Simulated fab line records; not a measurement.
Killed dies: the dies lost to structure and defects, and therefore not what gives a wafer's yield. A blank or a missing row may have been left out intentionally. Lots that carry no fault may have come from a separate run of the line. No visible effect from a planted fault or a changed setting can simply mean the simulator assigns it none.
fab line records    flow sky130    part 2 of 2: steps 26 to 36 of 36
record: lots: 5  wafers: 15  last_day: 50
route steps=708 shown CAP2M@616 METAL4@621 VIA4@639
lots that met no fault: from a run of the same line without faults
start_h: start of the lot's first displayed wafer, in hours after the record's first day    wait_h: time in hours since the lot's previous step    " as in the row above    L1.1+2: several wafers, shown together as one row    - value missing, or start not given    * or withheld: withheld    < > ~ a bound
route shown NAME@n: a module of which the file shows steps, and the number in the route of the first    usual: mean/standard deviation of fault-free wafers    same: alike in all rows    chamber/n: place in a boat    sites: readings site by site    _std_site: standard deviation of those values    _edge_site: the outer-site mean with the inner-site mean subtracted    radius_mm: how far each site lies from the wafer's centre    mask NAME#n: copy n    behind: the last tool/chamber to shape the wafer    hold: why the lot was held/for how many hours/how that ended    device: the n, p or np transistor that did not switch    end of line: tests run on the same wafers once the route is complete    step lacking rows: just its recipe    killed: dies lost to structure and defects at the first sort, not the wafer's yield    map: a wafer's dies, marking killed ones x, the rest . and places with no die _
set.NAME: the run value of the setting; set.NAME@STEP: its run value at that earlier step    model.NAME: the simulator's own value behind a step, which no gauge read
lots at selected steps of the route; one table per step, one row per wafer
services: a tool's chamber out of use, with start hour (start_h, from the record's first day; less than 0 if before it), hours out, and reason
== steps ==
step: SKY_VIA4_CMP_02
recipe: material: SiO2  down_force_psi: 4  platen_rpm: 60  pad_velocity_m_s: 0.94248
usual: motor_current_A: 12.9/1.1
lot.wafer  tool    chamber  start_h  wait_h  motor_current_A
L077.3     cmp-01  0        1000.44  0.0     11.3
L077.1     "       1        "        "       13.0
L077.6     "       0        "        "       10.7
L089.4     cmp-02  3        1072.92  0.1     14.3
L089.1     "       0        "        "       12.6
L089.6     "       3        "        "       14.0
L092.4     cmp-02  3        1092.88  0.1     14.6
L092.3     "       2        "        "       13.1
L092.5     "       0        "        "       12.4
L093.2     cmp-02  3        1095.98  0.0     14.1
L093.3     "       2        "        "       13.0
L093.6     "       3        "        "       14.3
L097.2     cmp-01  2        1127.89  0.3     13.8
L097.1     "       0        "        "       10.7
L097.6     "       2        "        "       13.8
step: SKY_VIA4_BOW_MEAS_03
recipe: mode: bow
usual: VIA4_BOW: 79/7.2
lot.wafer  tool           chamber  start_h  wait_h  VIA4_BOW[um]
L077.1     film_metro-01  -        1000.74  0.2     81
L077.3     "              -        "        "       58
L077.6     "              -        "        "       81
L089.1     film_metro-01  -        1073.17  0.1     82
L089.4     "              -        "        "       88
L089.6     "              -        "        "       75
L092.3     film_metro-04  -        1093.22  0.1     91
L092.4     "              -        "        "       73
L092.5     "              -        "        "       76
L093.2     film_metro-03  -        1096.30  0.3     74
L093.3     "              -        "        "       88
L093.6     "              -        "        "       75
L097.1     film_metro-03  -        1128.14  0.1     96
L097.2     "              -        "        "       80
L097.6     "              -        "        "       90
step: SKY_VIA4_DEHYDRATE_04
recipe: temp_c: 200  time_s: 60
usual: exhaust_pa: 45.1/0.77
lot.wafer  tool            chamber  start_h  wait_h  exhaust_pa
L077.1     litho_track-03  0        1012.71  12.0    44.4
L077.3     "               0        "        "       45.6
L077.6     "               0        "        "       44.4
L089.1     litho_track-04  0        1083.28  10.1    45.0
L089.4     "               0        "        "       44.3
L089.6     "               0        "        "       45.3
L092.3     litho_track-03  0        1102.96  9.7     45.2
L092.4     "               0        "        "       44.7
L092.5     "               0        "        "       45.7
L093.2     litho_track-04  0        1106.10  9.8     44.9
L093.3     "               0        "        "       45.1
L093.6     "               0        "        "       45.2
L097.1     litho_track-04  0        1136.53  8.4     45.8
L097.2     "               0        "        "       45.4
L097.6     "               0        "        "       46.1
step: SKY_VIA4_HMDS_05
recipe: prime_time_s: 60  prime_temp_c: 120
usual: exhaust_pa: 44.9/0.86
lot.wafer  tool            chamber  start_h  wait_h  exhaust_pa
L077.1     litho_track-03  0        1012.86  0.1     44.2
L077.3     "               0        "        "       45.1
L077.6     "               0        "        "       44.4
L089.1     litho_track-04  0        1083.43  0.1     44.8
L089.4     "               0        "        "       44.2
L089.6     "               0        "        "       46.4
L092.3     litho_track-03  0        1103.11  0.1     43.8
L092.4     "               0        "        "       45.0
L092.5     "               0        "        "       43.4
L093.2     litho_track-04  0        1106.25  0.1     45.7
L093.3     "               0        "        "       45.7
L093.6     "               0        "        "       46.3
L097.1     litho_track-04  0        1136.68  0.1     44.9
L097.2     "               0        "        "       44.7
L097.6     "               0        "        "       45.2
step: SKY_VIA4_COAT_06
recipe: resist: NOVOLAK  spin_rpm: 3000  resist_thk_nm: 1140
usual: exhaust_pa: 44.9/0.91
lot.wafer  tool            chamber  start_h  wait_h  exhaust_pa
L077.1     litho_track-03  0        1013.01  0.1     45.7
L077.3     "               0        "        "       45.1
L077.6     "               0        "        "       45.7
L089.1     litho_track-04  0        1083.58  0.1     44.2
L089.4     "               0        "        "       46.1
L089.6     "               0        "        "       45.1
L092.3     litho_track-03  0        1103.26  0.1     44.6
L092.4     "               0        "        "       44.7
L092.5     "               0        "        "       44.8
L093.2     litho_track-04  0        1106.40  0.1     45.9
L093.3     "               0        "        "       43.7
L093.6     "               0        "        "       44.2
L097.1     litho_track-04  0        1136.83  0.1     46.1
L097.2     "               0        "        "       45.3
L097.6     "               0        "        "       45.2
step: SKY_VIA4_SOFTBAKE_07
recipe: temp_c: 90  time_s: 60  resist: NOVOLAK
usual: exhaust_pa: 45.0/0.87
lot.wafer  tool            chamber  start_h  wait_h  exhaust_pa
L077.1     litho_track-03  0        1013.16  0.1     45.1
L077.3     "               0        "        "       45.4
L077.6     "               0        "        "       46.1
L089.1     litho_track-04  0        1083.73  0.1     44.5
L089.4     "               0        "        "       45.8
L089.6     "               0        "        "       44.7
L092.3     litho_track-03  0        1103.41  0.1     45.7
L092.4     "               0        "        "       44.2
L092.5     "               0        "        "       43.7
L093.2     litho_track-04  0        1106.55  0.1     45.2
L093.3     "               0        "        "       42.6
L093.6     "               0        "        "       44.5
L097.1     litho_track-04  0        1136.98  0.1     46.4
L097.2     "               0        "        "       46.3
L097.6     "               0        "        "       44.5
step: SKY_VIA4_EXPOSE_08
recipe: mask_id: VIM4  na: 0.6  source_shape: conventional  sigma_outer: 0.6  polarization: unpolarized  target_cd_nm: 800  dose_mj: 132
usual: exposure_dose_mJ_cm2: 131.97/0.12
lot.wafer  tool              chamber  start_h  wait_h  mask    exposure_dose_mJ_cm2
L077.1     iline_stepper-02  0        -        -       VIM4#0  132.00
L077.3     "                 0        "        "       VIM4#0  132.03
L077.6     "                 0        "        "       VIM4#0  132.17
L089.1     iline_stepper-02  0        -        -       VIM4#0  131.82
L089.4     "                 0        "        "       VIM4#0  132.06
L089.6     "                 0        "        "       VIM4#0  132.08
L092.3     iline_stepper-01  0        -        -       VIM4#0  132.02
L092.4     "                 0        "        "       VIM4#0  131.88
L092.5     "                 0        "        "       VIM4#0  132.18
L093.2     iline_stepper-02  0        -        -       VIM4#0  132.10
L093.3     "                 0        "        "       VIM4#0  132.23
L093.6     "                 0        "        "       VIM4#0  132.20
L097.1     iline_stepper-02  0        -        -       VIM4#0  131.97
L097.2     "                 0        "        "       VIM4#0  131.86
L097.6     "                 0        "        "       VIM4#0  132.07
step: SKY_VIA4_PEB_09
recipe: temp_c: withheld  time_s: *  resist: NOVOLAK
usual: exhaust_pa: 45.2/0.9
lot.wafer  tool            chamber  start_h  wait_h  exhaust_pa
L077.1     litho_track-02  0        -        -       44.9
L077.3     "               0        "        "       46.6
L077.6     "               0        "        "       46.0
L089.1     litho_track-04  0        -        -       43.5
L089.4     "               0        "        "       44.8
L089.6     "               0        "        "       44.6
L092.3     litho_track-03  0        -        -       44.9
L092.4     "               0        "        "       44.6
L092.5     "               0        "        "       44.2
L093.2     litho_track-04  0        -        -       46.1
L093.3     "               0        "        "       46.8
L093.6     "               0        "        "       46.2
L097.1     litho_track-04  0        -        -       45.3
L097.2     "               0        "        "       45.5
L097.6     "               0        "        "       46.0
step: SKY_VIA4_DEVELOP_10
recipe: resist: NOVOLAK  developer: TMAH  develop_time_s: 60  dev_temp_c: 23.76
usual: exhaust_pa: 45.0/0.85
lot.wafer  tool            chamber  start_h  wait_h  exhaust_pa
L077.1     litho_track-02  0        1024.16  0.1     44.7
L077.3     "               0        "        "       45.1
L077.6     "               0        "        "       43.8
L089.1     litho_track-04  0        1093.28  0.1     43.4
L089.4     "               0        "        "       43.7
L089.6     "               0        "        "       42.1
L092.3     litho_track-03  0        1113.11  0.1     46.0
L092.4     "               0        "        "       45.8
L092.5     "               0        "        "       45.2
L093.2     litho_track-04  0        1116.20  0.1     45.4
L093.3     "               0        "        "       44.2
L093.6     "               0        "        "       44.3
L097.1     litho_track-04  0        1146.08  0.1     44.7
L097.2     "               0        "        "       44.3
L097.6     "               0        "        "       44.4
step: SKY_VIA4_OVL_MEAS_11
usual: VIA4_OVL: -0.6/1.3
lot.wafer  tool        chamber  start_h  wait_h  VIA4_OVL[nm]
L077.1     overlay-01  -        1024.31  0.1     0.1
L077.3     "           -        "        "       0.7
L077.6     "           -        "        "       -0.3
L089.1     overlay-02  -        1093.43  0.1     -1.3
L089.4     "           -        "        "       1.5
L089.6     "           -        "        "       0.5
L092.3     overlay-02  -        1113.23  0.1     0.0
L092.4     "           -        "        "       -1.0
L092.5     "           -        "        "       -1.9
L093.2     overlay-02  -        1116.33  0.1     0.2
L093.3     "           -        "        "       0.7
L093.6     "           -        "        "       0.3
L097.1     overlay-01  -        1146.23  0.1     -0.7
L097.2     "           -        "        "       -1.2
L097.6     "           -        "        "       0.6
step: SKY_VIA4_ETCH_12
recipe: target: SiO2  chemistry: C4F8/O2/Ar  stop_on: TiN  mask_material: NOVOLAK  source_w: 1500  bias_w: 1200  pressure_mtorr: 40  c4f8_flow_sccm: withheld  O2_flow_sccm: 6  Ar_flow_sccm: 300  time_s: withheld  target_depth_a: 5800
usual: oes_product_au: 0.926/0.0045
lot.wafer  tool         chamber  start_h  wait_h  oes_product_au
L077.1     rie_diel-04  3        1024.34  0.0     0.931
L077.3     "            2        "        "       0.935
L077.6     "            0        "        "       0.923
L089.1     rie_diel-04  1        1093.46  0.0     0.929
L089.4     "            2        "        "       0.929
L089.6     "            0        "        "       0.922
L092.3     rie_diel-02  1        1113.25  0.0     0.925
L092.4     "            0        "        "       0.925
L092.5     "            0        "        "       0.923
L093.2     rie_diel-02  2        1116.36  0.0     0.928
L093.3     "            1        "        "       0.923
L093.6     "            3        "        "       0.922
L097.1     rie_diel-01  3        1146.26  0.0     0.927
L097.2     "            0        "        "       0.925
L097.6     "            3        "        "       0.924
== services ==
tool              chamber  start_h  hours  kind
krf_scanner-01    -        960.11   0.2    repair
rie_diel-04       -        961.99   1.0    repair
plasma_asher-02   -        963.70   3.3    repair
krf_scanner-01    -        966.88   1.3    pm
rie_diel-02       2        967.40   1.6    repair
krf_scanner-01    -        971.62   0.9    repair
rie_metal-03      -        980.54   1.4    pm
cmp-02            -        984.77   1.3    repair
krf_scanner-01    -        1022.91  1.0    pm
rie_diel-02       -        1035.33  1.6    repair
krf_scanner-01    -        1038.57  1.4    repair
rie_diel-04       0        1038.97  2.7    repair
cmp-02            -        1047.81  0.7    repair
krf_scanner-01    -        1065.59  0.7    repair
rie_diel-02       -        1072.22  6.1    repair
krf_scanner-01    -        1088.05  0.8    pm
iline_stepper-02  -        1093.06  1.7    pm
rie_diel-04       -        1093.69  0.4    repair
plasma_asher-04   -        1101.57  0.6    repair
wet_bench-03      -        1102.64  4.4    pm
cmp-02            -        1127.17  0.7    repair
wet_bench-03      -        1140.63  6.7    repair
krf_scanner-01    -        1142.81  1.3    pm
krf_scanner-01    -        1145.59  1.4    repair
